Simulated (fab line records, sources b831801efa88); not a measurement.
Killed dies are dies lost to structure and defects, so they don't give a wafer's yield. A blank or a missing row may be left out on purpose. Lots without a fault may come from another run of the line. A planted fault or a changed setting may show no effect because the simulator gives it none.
A struck lot beside a sound one | flow gf180mcu | 17 steps out of a route of 602
Sound: wafers L892.2, L892.4, L892.5. Struck: wafers L911.4, L911.6. (L911.5 of the same lot was not struck and is left out.) The cause comes at the end.
At each step with rows: each side's tool, then ch and its chambers, then its first start. Under that, the readings that differ: sound wafers | struck wafers | difference of the means | sigmas: that difference in standard deviations of wafers without a fault.
alike: readings whose means differ by less than 2 such deviations, and words and numbers that are the same on both sides. not compared: withheld readings, readings that some wafer has no value for, bounds like >300 that may hide the same value, and numbers for which the record gives no deviation and whose values overlap.
The two part at a step that has a row with sigmas, a row that says differs or no value, or rows on one side only. Numbers that don't overlap but have no deviation are shown without sigmas and don't part them. A reading that every wafer of one side lacks parts them only if that side has two wafers or more.

first, 2 steps without rows for these wafers: GF_CONTACT_PEB_12 (peb time 90 s); GF_CONTACT_DEVELOP_13 (develop time 60 s).
GF_CONTACT_CD_MEAS_14: target cd 220 nm.
  sound on cd_sem-02, day 16 16:59; struck on cd_sem-02, day 23 13:29
  reading    | sound             | struck      | difference | sigmas
  cd_nm (nm) | 219.1 219.3 222.2 | 216.1 216.3 | -4.0       | -2
GF_CONTACT_OVL_MEAS_15:
  sound on overlay-02, day 16 17:06; struck on overlay-01, day 23 13:34
  alike: CONTACT_OVL
GF_CONTACT_ETCH_16: etches BARC in N2/H2.
  sound on rie_diel-02 ch 0,1,2, day 16 17:08; struck on rie_diel-04 ch 0,3, day 23 13:34
  reading                | sound                | struck        | difference | sigmas
  throttle_valve_pct (%) | 13.217 13.214 13.224 | 13.239 13.237 | +0.020     | +2
  alike: drypump_motor_current_A, oes_product_au
GF_CONTACT_ETCH_17: etches SiO2 in C4F8/O2/Ar, stops on CoSi2, target depth 860 nm.
  sound on rie_diel-02 ch 0,1,2; struck on rie_diel-04 ch 0,3
  alike: oes_product_au
GF_CONTACT_STRIP_18: strips in O2/N2.
  sound on plasma_asher-03 ch 1, day 16 17:17; struck on plasma_asher-03 ch 1, day 23 13:46
  alike: drypump_motor_current_A, heater_power_w, o2_flow_sccm, oes_product_au
  not compared: rf_hours_counter_h
then, 3 steps without rows for these wafers: GF_CONTACT_CLEAN_19 (cleans in SPM); GF_CONTACT_CLEAN_20 (cleans in DIW); GF_CONTACT_CLEAN_21 (cleans in dHF, time 20 s).
GF_CONTACT_SPUTTER_22: material Ti, target thk 15 nm, time 80.02 s.
  sound on pvd_sputter-02, day 16 17:36; struck on pvd_sputter-02, day 23 14:03
  alike: throttle_valve_pct
GF_CONTACT_SPUTTER_23: material TiN, target thk 10 nm, time 40 s.
  sound on pvd_sputter-02, day 16 17:40; struck on pvd_sputter-02, day 23 14:07
  alike: throttle_valve_pct
GF_CONTACT_CVD_24: deposits W, target thk 300 nm, time 90.339 s.
  sound on cvd_w-01 ch 0,1, day 16 17:42; struck on cvd_w-01 ch 1, day 23 14:11
  reading                               | sound             | struck      | difference | sigmas
  chamber_pressure_Torr (Torr)          | 39.97 39.95 39.98 | 29.88 29.78 | -10.14     | -99 or more
  model.W_of_CONTACT_CVD_24.thk_nm (nm) | 300.6 315.7 300.4 | 256.5 258.5 | -48.1      |
  alike: heater_power_w
GF_CONTACT_RS_MEAS_25: measures by four-point-probe.
  sound on film_metro-01, day 16 17:49; struck on film_metro-03, day 23 14:19
  reading               | sound             | struck      | difference | sigmas
  CONTACT_W_RS (ohm/sq) | 0.382 0.363 0.382 | 0.447 0.444 | +0.070     | +8
GF_CONTACT_THK_MEAS_26: measures by xrf.
  sound on film_metro-01, day 16 17:56; struck on film_metro-03, day 23 14:24
  reading            | sound       | struck  | difference | sigmas
  CONTACT_W_THK (nm) | 306 323 306 | 263 266 | -47        | -7
then, 1 step without rows for these wafers: GF_CONTACT_CMP_27 (polishes, stops on SiO2, t overpolish 15 s, target thk 0 nm).
GF_PASSIVATION_PROBE_99:
  the record has rows for the sound wafers here (prober-02, day 29 13:14) and none for the struck ones

WHERE THEY PART
First at GF_CONTACT_CD_MEAS_14; last, within this record, at GF_PASSIVATION_PROBE_99.

WHY: what the simulator had put in
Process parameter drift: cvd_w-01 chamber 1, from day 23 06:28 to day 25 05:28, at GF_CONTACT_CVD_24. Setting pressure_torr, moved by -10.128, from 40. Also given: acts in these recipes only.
